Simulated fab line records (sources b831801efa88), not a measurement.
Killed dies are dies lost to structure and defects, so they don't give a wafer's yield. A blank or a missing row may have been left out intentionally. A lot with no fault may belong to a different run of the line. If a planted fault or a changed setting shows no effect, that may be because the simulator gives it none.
Which tool was responsible? || flow gf180mcu || 39 wafers from 13 lots sampled at 6 of the route's 602 steps

== WHAT EACH GAUGE READ, for each wafer ==
GF_VT_IMPLANT_OVL_MEAS_18.
{"lot": "L103", "measured": "day 6 18:00", "on": "overlay-01", "VT_IMPLANT_01_OVL (nm)": "-1.8 -2.9 -1.7"}
{"lot": "L105", "measured": "day 7 04:58", "on": "overlay-02", "VT_IMPLANT_01_OVL (nm)": "-0.8 -1.2 1.2"}
{"lot": "L106", "measured": "day 7 08:02", "on": "overlay-02", "VT_IMPLANT_01_OVL (nm)": "0.1 -0.9 -0.1"}
{"lot": "L108", "measured": "day 7 23:02", "on": "overlay-01", "VT_IMPLANT_01_OVL (nm)": "-1.4 -0.8 1.0"}
{"lot": "L109", "measured": "day 8 07:34", "on": "overlay-01", "VT_IMPLANT_01_OVL (nm)": "0.2 1.9 1.3"}
{"lot": "L110", "measured": "day 8 10:30", "on": "overlay-02", "VT_IMPLANT_01_OVL (nm)": "0.0 0.2 0.5"}
{"lot": "L112", "measured": "day 8 23:14", "on": "overlay-01", "VT_IMPLANT_01_OVL (nm)": "- - -"}
{"lot": "L113", "measured": "day 9 06:10", "on": "overlay-01", "VT_IMPLANT_01_OVL (nm)": "- - -"}
{"lot": "L114", "measured": "day 9 11:43", "on": "overlay-01", "VT_IMPLANT_01_OVL (nm)": "- - -"}
{"lot": "L116", "measured": "day 9 22:11", "on": "overlay-02", "VT_IMPLANT_01_OVL (nm)": "-0.4 0.7 1.3"}
{"lot": "L119", "measured": "day 10 15:50", "on": "overlay-01", "VT_IMPLANT_01_OVL (nm)": "0.5 0.4 0.3"}
{"lot": "L121", "measured": "day 11 06:31", "on": "overlay-02", "VT_IMPLANT_01_OVL (nm)": "0.6 0.4 1.3"}
{"lot": "L124", "measured": "day 11 22:46", "on": "overlay-01", "VT_IMPLANT_01_OVL (nm)": "-0.6 -2.4 0.7"}

GF_VT_IMPLANT_TW_MEAS_32.
{"lot": "L103", "measured": "day 7 10:11", "on": "film metro-04", "VT_IMPLANT_3_TW": "271.2 271.9 270.9"}
{"lot": "L105", "measured": "day 7 21:31", "on": "film metro-04", "VT_IMPLANT_3_TW": "271.6 271.1 270.5"}
{"lot": "L106", "measured": "day 8 00:17", "on": "film metro-02", "VT_IMPLANT_3_TW": "272.6 272.2 271.0"}
{"lot": "L108", "measured": "day 8 15:51", "on": "film metro-04", "VT_IMPLANT_3_TW": "268.7 267.1 268.7"}
{"lot": "L109", "measured": "day 9 00:26", "on": "film metro-01", "VT_IMPLANT_3_TW": "274.0 274.3 274.1"}
{"lot": "L110", "measured": "day 9 03:50", "on": "film metro-02", "VT_IMPLANT_3_TW": "269.2 270.9 270.8"}
{"lot": "L112", "measured": "day 9 16:14", "on": "film metro-01", "VT_IMPLANT_3_TW": "1220.3 1228.1 1227.0"}
{"lot": "L113", "measured": "day 9 22:54", "on": "film metro-02", "VT_IMPLANT_3_TW": "1210.4 1204.1 1206.4"}
{"lot": "L114", "measured": "day 10 05:14", "on": "film metro-02", "VT_IMPLANT_3_TW": "1214.1 1211.1 1214.7"}
{"lot": "L116", "measured": "day 10 16:54", "on": "film metro-01", "VT_IMPLANT_3_TW": "275.9 276.3 275.4"}
{"lot": "L119", "measured": "day 11 10:55", "on": "film metro-02", "VT_IMPLANT_3_TW": "270.5 271.4 273.1"}
{"lot": "L121", "measured": "day 12 01:40", "on": "film metro-04", "VT_IMPLANT_3_TW": "267.7 267.6 269.0"}
{"lot": "L124", "measured": "day 12 18:02", "on": "film metro-01", "VT_IMPLANT_3_TW": "273.7 273.4 273.8"}

GF_VT_IMPLANT_TW_MEAS_43.
{"lot": "L103", "measured": "day 8 02:29", "on": "film metro-02", "VT_IMPLANT_4_TW": "688 690 688"}
{"lot": "L105", "measured": "day 8 13:44", "on": "film metro-04", "VT_IMPLANT_4_TW": "682 684 684"}
{"lot": "L106", "measured": "day 8 17:08", "on": "film metro-02", "VT_IMPLANT_4_TW": "691 690 689"}
{"lot": "L108", "measured": "day 9 07:51", "on": "film metro-02", "VT_IMPLANT_4_TW": "685 687 687"}
{"lot": "L109", "measured": "day 9 17:24", "on": "film metro-02", "VT_IMPLANT_4_TW": "689 686 683"}
{"lot": "L110", "measured": "day 9 20:17", "on": "film metro-04", "VT_IMPLANT_4_TW": "683 681 680"}
{"lot": "L112", "measured": "day 10 09:56", "on": "film metro-04", "VT_IMPLANT_4_TW": "1261 1256 1263"}
{"lot": "L113", "measured": "day 10 17:50", "on": "film metro-04", "VT_IMPLANT_4_TW": "1264 1267 1262"}
{"lot": "L114", "measured": "day 10 23:07", "on": "film metro-04", "VT_IMPLANT_4_TW": "1259 1264 1260"}
{"lot": "L116", "measured": "day 11 11:41", "on": "film metro-02", "VT_IMPLANT_4_TW": "689 687 688"}
{"lot": "L119", "measured": "day 12 05:59", "on": "film metro-02", "VT_IMPLANT_4_TW": "688 686 692"}
{"lot": "L121", "measured": "day 12 20:39", "on": "film metro-01", "VT_IMPLANT_4_TW": "694 694 694"}
{"lot": "L124", "measured": "day 13 14:17", "on": "film metro-04", "VT_IMPLANT_4_TW": "684 683 689"}

GF_SAB_CD_MEAS_09: target cd 420 nm.
{"lot": "L103", "measured": "day 16 02:43", "on": "cd sem-01", "cd nm (nm)": "419.7 421.5 419.5"}
{"lot": "L105", "measured": "day 16 10:31", "on": "cd sem-01", "cd nm (nm)": "419.2 418.3 418.8"}
{"lot": "L106", "measured": "day 16 21:04", "on": "cd sem-01", "cd nm (nm)": "421.0 422.3 422.7"}
{"lot": "L108", "measured": "day 17 08:23", "on": "cd sem-02", "cd nm (nm)": "421.6 419.7 421.1"}
{"lot": "L109", "measured": "day 17 22:55", "on": "cd sem-02", "cd nm (nm)": "420.6 420.5 421.2"}
{"lot": "L110", "measured": "day 18 07:08", "on": "cd sem-01", "cd nm (nm)": "417.7 418.4 416.6"}
{"lot": "L116", "measured": "day 20 03:53", "on": "cd sem-02", "cd nm (nm)": "420.4 424.3 420.5"}
{"lot": "L119", "measured": "day 21 02:26", "on": "cd sem-01", "cd nm (nm)": "424.1 423.8 421.7"}
{"lot": "L121", "measured": "day 21 22:40", "on": "cd sem-01", "cd nm (nm)": "416.6 417.0 416.0"}
{"lot": "L124", "measured": "day 22 20:52", "on": "cd sem-01", "cd nm (nm)": "416.9 415.9 418.5"}

GF_SAB_OVL_MEAS_10.
{"lot": "L103", "measured": "day 16 02:49", "on": "overlay-01", "SAB_OVL (nm)": "-1.1 0.5 -1.4"}
{"lot": "L105", "measured": "day 16 10:35", "on": "overlay-01", "SAB_OVL (nm)": "0.4 -0.5 0.9"}
{"lot": "L106", "measured": "day 16 21:11", "on": "overlay-02", "SAB_OVL (nm)": "-1.1 -1.1 -0.7"}
{"lot": "L108", "measured": "day 17 08:31", "on": "overlay-02", "SAB_OVL (nm)": "-0.3 -0.8 -0.7"}
{"lot": "L109", "measured": "day 17 23:02", "on": "overlay-01", "SAB_OVL (nm)": "1.0 -0.3 -0.1"}
{"lot": "L110", "measured": "day 18 07:14", "on": "overlay-01", "SAB_OVL (nm)": "-2.2 1.2 0.7"}
{"lot": "L116", "measured": "day 20 04:01", "on": "overlay-02", "SAB_OVL (nm)": "-1.0 -2.0 -2.0"}
{"lot": "L119", "measured": "day 21 02:34", "on": "overlay-02", "SAB_OVL (nm)": "0.5 -0.9 0.4"}
{"lot": "L121", "measured": "day 21 22:44", "on": "overlay-02", "SAB_OVL (nm)": "0.1 2.2 1.0"}
{"lot": "L124", "measured": "day 22 20:59", "on": "overlay-01", "SAB_OVL (nm)": "-1.0 0.4 0.6"}

== TOOL THAT RAN EACH LOT (tool first, then ch and the chambers of the sampled wafers, then the start) ==
{"lot": "L103", "GF_VT_IMPLANT_COAT_13": "litho track-03 ch 0, day 6 10:28"}
{"lot": "L105", "GF_VT_IMPLANT_COAT_13": "litho track-01 ch 0, day 6 20:14"}
{"lot": "L106", "GF_VT_IMPLANT_COAT_13": "litho track-04 ch 0, day 6 23:56"}
{"lot": "L108", "GF_VT_IMPLANT_COAT_13": "litho track-01 ch 0, day 7 15:10"}
{"lot": "L109", "GF_VT_IMPLANT_COAT_13": "litho track-01 ch 0, day 7 23:49"}
{"lot": "L110", "GF_VT_IMPLANT_COAT_13": "litho track-01 ch 0, day 8 02:17"}
{"lot": "L112", "GF_VT_IMPLANT_COAT_13": "litho track-01, day 8 14:40"}
{"lot": "L113", "GF_VT_IMPLANT_COAT_13": "litho track-03, day 8 22:17"}
{"lot": "L114", "GF_VT_IMPLANT_COAT_13": "litho track-01, day 9 03:22"}
{"lot": "L116", "GF_VT_IMPLANT_COAT_13": "litho track-01 ch 0, day 9 13:37"}
{"lot": "L119", "GF_VT_IMPLANT_COAT_13": "litho track-03 ch 0, day 10 06:26"}
{"lot": "L121", "GF_VT_IMPLANT_COAT_13": "litho track-01 ch 0, day 10 21:56"}
{"lot": "L124", "GF_VT_IMPLANT_COAT_13": "litho track-03 ch 0, day 11 12:59"}
- GF_VT_IMPLANT_COAT_13: resist thk 1000 nm.

== WHAT THE TOOLS THEMSELVES READ (means of the sampled wafers that have a number; where no wafer has one, the mark that the record gives instead) ==
GF_VT_IMPLANT_COAT_13.
{"lot": "L103", "tool": "litho track-03", "chill plate temp C (C)": 23.21, "dispense pressure kPa (kPa)": 59}
{"lot": "L105", "tool": "litho track-01", "chill plate temp C (C)": 23.01, "dispense pressure kPa (kPa)": 42}
{"lot": "L106", "tool": "litho track-04", "chill plate temp C (C)": 22.92, "dispense pressure kPa (kPa)": 43}
{"lot": "L108", "tool": "litho track-01", "chill plate temp C (C)": 22.97, "dispense pressure kPa (kPa)": 42}
{"lot": "L109", "tool": "litho track-01", "chill plate temp C (C)": 22.94, "dispense pressure kPa (kPa)": 42}
{"lot": "L110", "tool": "litho track-01", "chill plate temp C (C)": 22.90, "dispense pressure kPa (kPa)": 42}
{"lot": "L112", "tool": "litho track-01", "chill plate temp C (C)": "-", "dispense pressure kPa (kPa)": "-"}
{"lot": "L113", "tool": "litho track-03", "chill plate temp C (C)": "-", "dispense pressure kPa (kPa)": "-"}
{"lot": "L114", "tool": "litho track-01", "chill plate temp C (C)": "-", "dispense pressure kPa (kPa)": "-"}
{"lot": "L116", "tool": "litho track-01", "chill plate temp C (C)": 23.00, "dispense pressure kPa (kPa)": 42}
{"lot": "L119", "tool": "litho track-03", "chill plate temp C (C)": 22.94, "dispense pressure kPa (kPa)": 59}
{"lot": "L121", "tool": "litho track-01", "chill plate temp C (C)": 22.92, "dispense pressure kPa (kPa)": 42}
{"lot": "L124", "tool": "litho track-03", "chill plate temp C (C)": 22.93, "dispense pressure kPa (kPa)": 59}

== THE ANSWER, worked out from the rows above alone ==
Rule: the usual values come from the lots themselves. Put in order of their means at a reading, lots are off if they are a third of the lots or fewer, leave a main group of 4 or more, and stand apart from it by a gap of 3 or more times the standard deviation of the main group's means; of several such gaps the widest counts. A main group is skipped when, at the precision printed for the reading in the tables above, its means are all equal. Also off: a lot with no number at a reading for which 4 or more lots have one. Any other lot the step has rows for is counted as sound. The gauges are gone through in route order, then the tools' own readings, and for those a lot's mean is taken as printed above. At the first step where some lot is off, the reading lying furthest off is the one used; lots without a number count as furthest.
Off: at GF_VT_IMPLANT_OVL_MEAS_18 (VT_IMPLANT_01_OVL), L112, L113, L114. Without a number there: L112, L113, L114. Main group: mean -0.1 nm, sd 0.88.
If a tool, at a process step before that reading, ran all the lots that are off and no sound lot after the first of them, it fits. The gauges at GF_VT_IMPLANT_OVL_MEAS_18 aren't tried: what is off there is off at GF_VT_IMPLANT_TW_MEAS_32 too, on other tools, and a gauge's error can't cause that. Not one of the candidates tried fits.

== WHAT THE SIMULATOR HAD INSERTED ==
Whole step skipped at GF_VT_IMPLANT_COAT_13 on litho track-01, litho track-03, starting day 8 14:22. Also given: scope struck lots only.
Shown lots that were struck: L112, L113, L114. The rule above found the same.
